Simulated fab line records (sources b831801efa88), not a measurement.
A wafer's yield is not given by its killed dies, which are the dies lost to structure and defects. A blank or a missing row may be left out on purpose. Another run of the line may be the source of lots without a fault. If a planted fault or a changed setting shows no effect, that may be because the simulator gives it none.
fab line records | flow sky130
record: lots: 13 | wafers: 39 | lastDay: 50
route steps=708 shown NWELL@67 VT_ADJUST_HVTP@93 VT_ADJUST_LVTN@105 PAD_OPEN@708
lots untouched by any fault: they come from a run of this same line in which no faults occurred
startH: the number of hours between the record's first day and the start of the first shown wafer of the lot | waitH: how many hours have passed since the lot's step before this one | " same as the row above | L1.1+2: a single row standing in for several wafers | - no value, or no start was given | * or withheld: withheld | < > ~ a bound
route shown NAME@n: names a module that has steps shown in the file, with the first one's number in the route | usual: mean/standard deviation taken from wafers without a fault | same: alike in all rows | chamber/n: place in a boat | sites: per-site readings | _std_site: their standard deviation | _edge_site: mean of outer sites minus mean of inner sites | radiusMm: for every site, how far away it sits from the centre of the wafer | mask NAME#n: copy n | behind: the last tool/chamber to shape the wafer | hold: cause of the lot's hold/its duration in hours/its outcome | device: which transistor (n, p or np) failed to switch | end of line: at the end of the route, the tests of the same wafers | a step with no rows: only its recipe | killed: the dies lost at the first sort to structure and to defects; this is not the yield of the wafer | map: dies across one wafer; x = killed, . = not, _ = none there
set.NAME: the setting the step ran with; set.NAME@STEP: the setting that earlier step ran with | model.NAME: the simulator's own value behind a step, which no gauge read
a sample of lots followed through the steps of the route, with each step as a table and each wafer as a row
services: the hour from which a tool's chamber was out of use, counted from the record's first day as startH (under 0 if before that day), plus the number of hours and why
== steps ==
step: SKY_NWELL_STRIP_14
recipe: chemistry: O2/N2 | powerW: 1400 | pressureMtorr: 1500 | platenTempC: withheld | o2FlowSccm: 3000 | n2FlowSccm: 300 | overashFraction: 0.5
usual: drypumpMotorCurrentA: 5.5/0.32 | oesProductAu: 0.722/0.0044 | stripTimeToEndpointS: 36.95/0.13
lot.wafer | tool           | chamber | startH | waitH | drypumpMotorCurrentA | oesProductAu | rfHoursCounterH | stripTimeToEndpointS
L824.1    | plasmaAsher-02 | 1       | 87.53  | 0.1   | 5.5                  | 0.724        | 39              | 36.72
L824.5    | "              | 0       | "      | "     | 5.6                  | 0.725        | -               | 36.70
L824.6    | "              | 1       | "      | "     | 5.5                  | 0.718        | -               | 36.66
L825.2    | plasmaAsher-02 | 0       | 93.08  | 0.1   | 5.6                  | 0.723        | 40              | 36.79
L825.3    | "              | 1       | "      | "     | 5.5                  | 0.729        | -               | 36.80
L825.5    | "              | 0       | "      | "     | 5.6                  | 0.719        | -               | 36.90
L827.1    | plasmaAsher-04 | 0       | 101.18 | 0.1   | 5.3                  | 0.725        | 29              | 37.03
L827.2    | "              | 1       | "      | "     | 5.0                  | 0.720        | 29              | 37.05
L827.5    | "              | 1       | "      | "     | 5.0                  | 0.725        | -               | 37.01
L831.2    | plasmaAsher-02 | 1       | 126.78 | 0.1   | 5.5                  | 0.733        | 43              | 36.87
L831.3    | "              | 0       | "      | "     | 5.7                  | 0.717        | -               | 37.02
L831.6    | "              | 0       | "      | "     | 5.6                  | 0.727        | -               | 36.91
L834.4    | plasmaAsher-02 | 0       | 142.01 | 0.1   | 5.7                  | 0.718        | -               | 36.94
L834.5    | "              | 1       | "      | "     | 5.5                  | 0.718        | -               | 37.03
L834.6    | "              | 0       | "      | "     | 5.6                  | 0.721        | -               | 37.00
L838.2    | plasmaAsher-03 | 1       | 178.28 | 0.1   | 5.9                  | 0.723        | 48              | 36.96
L838.5    | "              | 0       | "      | "     | 6.0                  | 0.719        | -               | 36.87
L838.6    | "              | 1       | "      | "     | 5.9                  | 0.721        | -               | 36.98
L837.3    | plasmaAsher-02 | 0       | 179.46 | 0.1   | 5.6                  | 0.728        | -               | 36.91
L837.5    | "              | 0       | "      | "     | 5.6                  | 0.724        | -               | 37.02
L837.6    | "              | 1       | "      | "     | 5.5                  | 0.714        | -               | 36.99
L839.1    | plasmaAsher-03 | 1       | 183.38 | 0.1   | 5.9                  | 0.725        | 49              | 36.92
L839.3    | "              | 0       | "      | "     | 6.0                  | 0.724        | -               | 36.83
L839.5    | "              | 1       | "      | "     | 5.9                  | 0.722        | -               | 36.97
L843.1    | plasmaAsher-03 | 1       | 201.93 | 0.1   | 5.9                  | 0.718        | 51              | 37.09
L843.2    | "              | 0       | "      | "     | 6.0                  | 0.720        | 51              | 36.84
L843.3    | "              | 0       | "      | "     | 6.0                  | 0.724        | -               | 36.92
L844.4    | plasmaAsher-04 | 1       | 203.16 | 0.1   | 5.0                  | 0.722        | -               | 37.04
L844.5    | "              | 0       | "      | "     | 5.3                  | 0.716        | -               | 37.10
L844.6    | "              | 1       | "      | "     | 5.0                  | 0.721        | -               | 37.25
L845.2    | plasmaAsher-04 | 1       | 207.48 | 0.1   | 5.0                  | 0.729        | 40              | 37.06
L845.4    | "              | 0       | "      | "     | 5.3                  | 0.718        | -               | 37.02
L845.6    | "              | 1       | "      | "     | 5.0                  | 0.721        | -               | 36.93
L846.1    | plasmaAsher-04 | 1       | 214.71 | 0.1   | 5.0                  | 0.718        | 41              | 36.85
L846.4    | "              | 1       | "      | "     | 5.0                  | 0.725        | -               | 36.87
L846.6    | "              | 1       | "      | "     | 5.0                  | 0.720        | -               | 36.76
L847.3    | plasmaAsher-02 | 0       | 223.01 | 0.1   | 5.6                  | 0.725        | -               | 37.08
L847.5    | "              | 1       | "      | "     | 5.5                  | 0.727        | -               | 37.04
L847.6    | "              | 0       | "      | "     | 5.6                  | 0.718        | -               | 37.05
step: SKY_NWELL_OVL_MEAS_23
usual: NWELL_01_OVL: 0.9/1.3
lot.wafer | tool       | chamber | startH | waitH | NWELL_01_OVL[nm]
L824.1    | overlay-02 | -       | 104.54 | -     | 0.2
L824.5    | "          | -       | "      | "     | 1.9
L824.6    | "          | -       | "      | "     | 0.5
L825.2    | overlay-01 | -       | 109.95 | -     | 0.7
L825.3    | "          | -       | "      | "     | 1.5
L825.5    | "          | -       | "      | "     | 2.7
L827.1    | overlay-01 | -       | 118.09 | -     | 1.5
L827.2    | "          | -       | "      | "     | 2.8
L827.5    | "          | -       | "      | "     | 1.9
L831.2    | overlay-02 | -       | 145.53 | -     | -1.0
L831.3    | "          | -       | "      | "     | -1.4
L831.6    | "          | -       | "      | "     | 1.0
L834.4    | overlay-01 | -       | 161.71 | -     | 0.0
L834.5    | "          | -       | "      | "     | -1.2
L834.6    | "          | -       | "      | "     | -1.3
L838.2    | overlay-02 | -       | 200.75 | -     | 2.7
L838.5    | "          | -       | "      | "     | 2.7
L838.6    | "          | -       | "      | "     | 2.0
L837.3    | overlay-01 | -       | 201.39 | -     | 1.8
L837.5    | "          | -       | "      | "     | 1.0
L837.6    | "          | -       | "      | "     | 1.1
L839.1    | overlay-01 | -       | 204.79 | -     | 0.4
L839.3    | "          | -       | "      | "     | 0.0
L839.5    | "          | -       | "      | "     | 1.5
L843.1    | overlay-02 | -       | 224.14 | -     | 1.2
L843.2    | "          | -       | "      | "     | 1.7
L843.3    | "          | -       | "      | "     | 1.1
L844.4    | overlay-02 | -       | 225.39 | -     | -0.6
L844.5    | "          | -       | "      | "     | 0.1
L844.6    | "          | -       | "      | "     | -1.2
L845.2    | overlay-02 | -       | 230.35 | -     | 0.8
L845.4    | "          | -       | "      | "     | 2.1
L845.6    | "          | -       | "      | "     | 2.6
L846.1    | overlay-01 | -       | 237.64 | -     | 0.2
L846.4    | "          | -       | "      | "     | 1.4
L846.6    | "          | -       | "      | "     | 0.9
L847.3    | overlay-01 | -       | 245.49 | -     | -0.9
L847.5    | "          | -       | "      | "     | -1.0
L847.6    | "          | -       | "      | "     | -1.4
step: SKY_VT_ADJUST_HVTP_OVL_MEAS_08
usual: VT_ADJUST_HVTP_OVL: 0.9/1.3
lot.wafer | tool       | chamber | startH | waitH | VT_ADJUST_HVTP_OVL[nm]
L824.1    | overlay-02 | -       | 122.52 | 0.1   | -0.2
L824.5    | "          | -       | "      | "     | 0.0
L824.6    | "          | -       | "      | "     | 0.0
L825.2    | overlay-01 | -       | 127.32 | 0.1   | 0.0
L825.3    | "          | -       | "      | "     | -0.5
L825.5    | "          | -       | "      | "     | -1.1
L827.1    | overlay-01 | -       | 136.76 | 0.1   | 4.6
L827.2    | "          | -       | "      | "     | 3.6
L827.5    | "          | -       | "      | "     | 3.5
L831.2    | overlay-02 | -       | 166.67 | 0.1   | -0.6
L831.3    | "          | -       | "      | "     | 1.5
L831.6    | "          | -       | "      | "     | 0.5
L834.4    | overlay-02 | -       | 182.80 | 0.1   | 0.8
L834.5    | "          | -       | "      | "     | 1.6
L834.6    | "          | -       | "      | "     | 2.3
L838.2    | overlay-02 | -       | 223.35 | 0.1   | 1.6
L838.5    | "          | -       | "      | "     | 0.7
L838.6    | "          | -       | "      | "     | 1.7
L837.3    | overlay-02 | -       | 223.83 | 0.1   | 2.6
L837.5    | "          | -       | "      | "     | 1.3
L837.6    | "          | -       | "      | "     | 3.1
L839.1    | overlay-01 | -       | 227.41 | 0.1   | -1.5
L839.3    | "          | -       | "      | "     | -0.3
L839.5    | "          | -       | "      | "     | -1.2
L843.1    | overlay-01 | -       | 248.45 | 0.1   | 3.6
L843.2    | "          | -       | "      | "     | 1.6
L843.3    | "          | -       | "      | "     | 4.0
L844.4    | overlay-02 | -       | 249.83 | 0.1   | 1.2
L844.5    | "          | -       | "      | "     | 0.4
L844.6    | "          | -       | "      | "     | 2.2
L845.2    | overlay-02 | -       | 254.95 | 0.1   | 0.6
L845.4    | "          | -       | "      | "     | -0.1
L845.6    | "          | -       | "      | "     | 1.9
L846.1    | overlay-02 | -       | 262.21 | 0.1   | 1.9
L846.4    | "          | -       | "      | "     | 2.1
L846.6    | "          | -       | "      | "     | 1.4
L847.3    | overlay-01 | -       | 269.97 | 0.1   | 1.9
L847.5    | "          | -       | "      | "     | 2.5
L847.6    | "          | -       | "      | "     | -0.1
step: SKY_VT_ADJUST_LVTN_IMPLANT_08
recipe: species: B | energyKev: 30 | doseCm2: 1.57e+12 | tiltDeg: withheld
usual: doseIonsCm2: 1.5701e+12/1.6e+09 | faradayCurrentUA: 8.86/0.16
lot.wafer | tool         | chamber | startH | waitH | doseIonsCm2 | faradayCurrentUA
L824.1    | implanter-03 | 0       | 141.56 | 0.0   | 1.5693e+12  | 8.86
L824.5    | "            | 0       | "      | "     | 1.5699e+12  | 8.73
L824.6    | "            | 0       | "      | "     | 1.569e+12   | 8.85
L825.2    | implanter-01 | 0       | 145.94 | 0.0   | 1.5705e+12  | 8.84
L825.3    | "            | 0       | "      | "     | 1.5703e+12  | 8.63
L825.5    | "            | 0       | "      | "     | 1.5695e+12  | 9.14
L827.1    | implanter-03 | 0       | 156.48 | 0.0   | 1.5697e+12  | 8.74
L827.2    | "            | 0       | "      | "     | 1.5683e+12  | 8.74
L827.5    | "            | 0       | "      | "     | 1.5706e+12  | 8.81
L831.2    | implanter-01 | 0       | 187.54 | 0.0   | 9.978e+11   | 5.59
L831.3    | "            | 0       | "      | "     | 9.961e+11   | 5.65
L831.6    | "            | 0       | "      | "     | 9.952e+11   | 5.67
L834.4    | implanter-01 | 0       | 204.54 | 0.1   | 9.96e+11    | 5.67
L834.5    | "            | 0       | "      | "     | 9.952e+11   | 5.57
L834.6    | "            | 0       | "      | "     | 9.928e+11   | 5.61
L838.2    | implanter-03 | 0       | 246.69 | 0.0   | 1.5714e+12  | 8.87
L838.5    | "            | 0       | "      | "     | 1.5704e+12  | 9.02
L838.6    | "            | 0       | "      | "     | 1.5705e+12  | 8.76
L837.3    | implanter-04 | 0       | 247.23 | 0.1   | 1.5715e+12  | 8.70
L837.5    | "            | 0       | "      | "     | 1.5686e+12  | 8.71
L837.6    | "            | 0       | "      | "     | 1.5709e+12  | 9.11
L839.1    | implanter-04 | 0       | 250.73 | 0.0   | 1.568e+12   | 8.81
L839.3    | "            | 0       | "      | "     | 1.5697e+12  | 8.70
L839.5    | "            | 0       | "      | "     | 1.5674e+12  | 8.75
L843.1    | implanter-04 | 0       | 272.53 | 0.0   | 1.5701e+12  | 8.86
L843.2    | "            | 0       | "      | "     | 1.5673e+12  | 8.97
L843.3    | "            | 0       | "      | "     | 1.566e+12   | 8.64
L844.4    | implanter-03 | 0       | 274.64 | 0.1   | 1.5729e+12  | 8.75
L844.5    | "            | 0       | "      | "     | 1.5663e+12  | 8.58
L844.6    | "            | 0       | "      | "     | 1.5687e+12  | 8.77
L845.2    | implanter-01 | 0       | 279.21 | 0.0   | 1.5715e+12  | 8.62
L845.4    | "            | 0       | "      | "     | 1.5691e+12  | 8.72
L845.6    | "            | 0       | "      | "     | 1.5687e+12  | 8.72
L846.1    | implanter-01 | 0       | 287.31 | 0.0   | 1.5687e+12  | 8.89
L846.4    | "            | 0       | "      | "     | 1.5687e+12  | 8.81
L846.6    | "            | 0       | "      | "     | 1.5693e+12  | 8.59
L847.3    | implanter-01 | 0       | 294.03 | 0.1   | 1.5685e+12  | 8.86
L847.5    | "            | 0       | "      | "     | 1.5721e+12  | 8.80
L847.6    | "            | 0       | "      | "     | 1.5715e+12  | 8.99
step: SKY_VT_ADJUST_LVTN_TW_MEAS_10
usual: VT_ADJUST_LVTN_TW: 242.1/2
lot.wafer | tool         | chamber | startH | waitH | VT_ADJUST_LVTN_TW
L824.1    | filmMetro-03 | -       | 141.81 | 0.1   | 243.2
L824.5    | "            | -       | "      | "     | 241.5
L824.6    | "            | -       | "      | "     | 241.9
L825.2    | filmMetro-04 | -       | 146.17 | 0.1   | 244.1
L825.3    | "            | -       | "      | "     | 245.5
L825.5    | "            | -       | "      | "     | 243.7
L827.1    | filmMetro-03 | -       | 156.73 | 0.1   | 238.8
L827.2    | "            | -       | "      | "     | 239.3
L827.5    | "            | -       | "      | "     | 240.2
L831.2    | filmMetro-02 | -       | 187.77 | 0.1   | 210.5
L831.3    | "            | -       | "      | "     | 211.7
L831.6    | "            | -       | "      | "     | 210.8
L834.4    | filmMetro-04 | -       | 204.74 | 0.1   | 214.8
L834.5    | "            | -       | "      | "     | 215.7
L834.6    | "            | -       | "      | "     | 215.6
L838.2    | filmMetro-02 | -       | 246.92 | 0.1   | 242.1
L838.5    | "            | -       | "      | "     | 242.4
L838.6    | "            | -       | "      | "     | 240.9
L837.3    | filmMetro-02 | -       | 247.45 | 0.1   | 240.0
L837.5    | "            | -       | "      | "     | 241.0
L837.6    | "            | -       | "      | "     | 241.2
L839.1    | filmMetro-04 | -       | 250.98 | 0.1   | 245.7
L839.3    | "            | -       | "      | "     | 245.9
L839.5    | "            | -       | "      | "     | 246.7
L843.1    | filmMetro-03 | -       | 272.78 | 0.1   | 240.3
L843.2    | "            | -       | "      | "     | 240.8
L843.3    | "            | -       | "      | "     | 241.1
L844.4    | filmMetro-04 | -       | 274.84 | 0.1   | 244.2
L844.5    | "            | -       | "      | "     | 245.9
L844.6    | "            | -       | "      | "     | 244.9
L845.2    | filmMetro-02 | -       | 279.44 | 0.1   | 243.7
L845.4    | "            | -       | "      | "     | 242.4
L845.6    | "            | -       | "      | "     | 241.5
L846.1    | filmMetro-03 | -       | 287.56 | 0.1   | 240.1
L846.4    | "            | -       | "      | "     | 239.4
L846.6    | "            | -       | "      | "     | 239.0
L847.3    | filmMetro-04 | -       | 294.25 | 0.1   | 245.5
L847.5    | "            | -       | "      | "     | 243.6
L847.6    | "            | -       | "      | "     | 244.4
step: SKY_PAD_OPEN_PROBE_99
usual: killed_at_M0_to_M3: 42/6.7 | killed_at_M4_up: 3.4/2 | killedAtContacts: 24/5.1 | killedAtFrontEnd: 14/4.2 | killedAtOther: 0.2/0.49 | killedDies: 84/8.4 | killedOpen: 46/7 | killedShort: 39/5.8
same: grossDies: 492 | killedAtBackSide: 0
lot.wafer | tool      | chamber | startH  | waitH | killed_at_M0_to_M3 | killed_at_M4_up | killedAtContacts | killedAtFrontEnd | killedAtOther | killedDies | killedOpen | killedShort
L831.2    | prober-02 | -       | 1121.32 | 0.1   | 50                 | 1               | 22               | 11               | 0             | 84         | 42         | 42
L831.3    | prober-02 | -       | 1121.37 | 0.2   | 50                 | 2               | 20               | 22               | 1             | 95         | 42         | 53
L831.6    | prober-02 | -       | 1121.52 | 0.2   | 37                 | 5               | 29               | 17               | 0             | 88         | 46         | 42
killed by level:class
L831.2 VIA1:geometricParticle:open=11 VIA2:geometricParticle:open=8 VIA1:geometricParticle:short=8 LI_CONTACT:geometricParticle:open=6 CONTACT:geometricParticle:open=6 CONTACT:geometricParticle:short=5 VIA2:geometricParticle:short=5 FIELD_ISO:geometricParticle:short=4
L831.3 VIA1:geometricParticle:open=10 VIA1:geometricParticle:short=9 CONTACT:geometricParticle:open=8 METAL1:geometricParticle:short=7 VIA2:geometricParticle:short=6 VIA2:geometricParticle:open=6 VIA3:geometricParticle:open=6 FIELD_ISO:geometricParticle:open=5
L831.6 VIA1:geometricParticle:open=15 CONTACT:geometricParticle:open=9 LOCAL_INTERCONNECT:geometricParticle:short=6 FIELD_ISO:geometricParticle:short=5 POLY_GATE:geometricParticle:short=5 LI_CONTACT:geometricParticle:open=5 CONTACT:geometricParticle:short=5 VIA2:geometricParticle:open=4
== services ==
tool           | chamber | startH | hours | kind
implanter-01   | -       | 102.30 | 1.2   | repair
implanter-04   | -       | 139.47 | 1.2   | repair
plasmaAsher-02 | -       | 158.28 | 8.8   | repair
implanter-01   | -       | 172.42 | 5.5   | pm
plasmaAsher-02 | -       | 191.94 | 1.1   | repair
implanter-04   | -       | 199.06 | 9.6   | repair
implanter-04   | -       | 229.86 | 1.6   | repair
implanter-04   | -       | 233.16 | 2.6   | pm
implanter-03   | -       | 254.54 | 4.0   | pm
implanter-04   | -       | 292.20 | 2.7   | repair
== key ==
firstSign: step: SKY_VT_ADJUST_LVTN_IMPLANT_08 | reading: doseIonsCm2 | direction: down | sigmas: 99+ | usual: * | struck: *
effect: step: SKY_VT_ADJUST_LVTN_IMPLANT_08 | reading: faradayCurrentUA | direction: down | sigmas: 20 | usual: 8.86 | struck: 5.63
effect: step: SKY_VT_ADJUST_LVTN_TW_MEAS_10 | reading: VT_ADJUST_LVTN_TW | direction: down | sigmas: 14 | usual: 242.1 | struck: 213.2
metAt SKY_VT_ADJUST_LVTN_IMPLANT_08
struckLots L831,L834
testerLeftOut L831,L834
notActingAt SKY_NWELL_STRIP_14,SKY_NWELL_OVL_MEAS_23,SKY_VT_ADJUST_HVTP_OVL_MEAS_08
onsetBetween 145.94 187.54
fault: kind: processParameterDrift | tool: implanter-01 | chamber: - | onsetH: 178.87 | steps: SKY_VT_ADJUST_LVTN_IMPLANT_08 | channel: doseCm2 | offset: * | shape: step | endH: 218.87 | actsIn: * | stated: *
testerLeftOut: of these lots the tester's yield and bins aren't shown, on N5 and GAA mostly nor the transistor test; their killed dies are dies lost to structure and defects alone, not to doping, threshold or leakage, so they don't give the yield
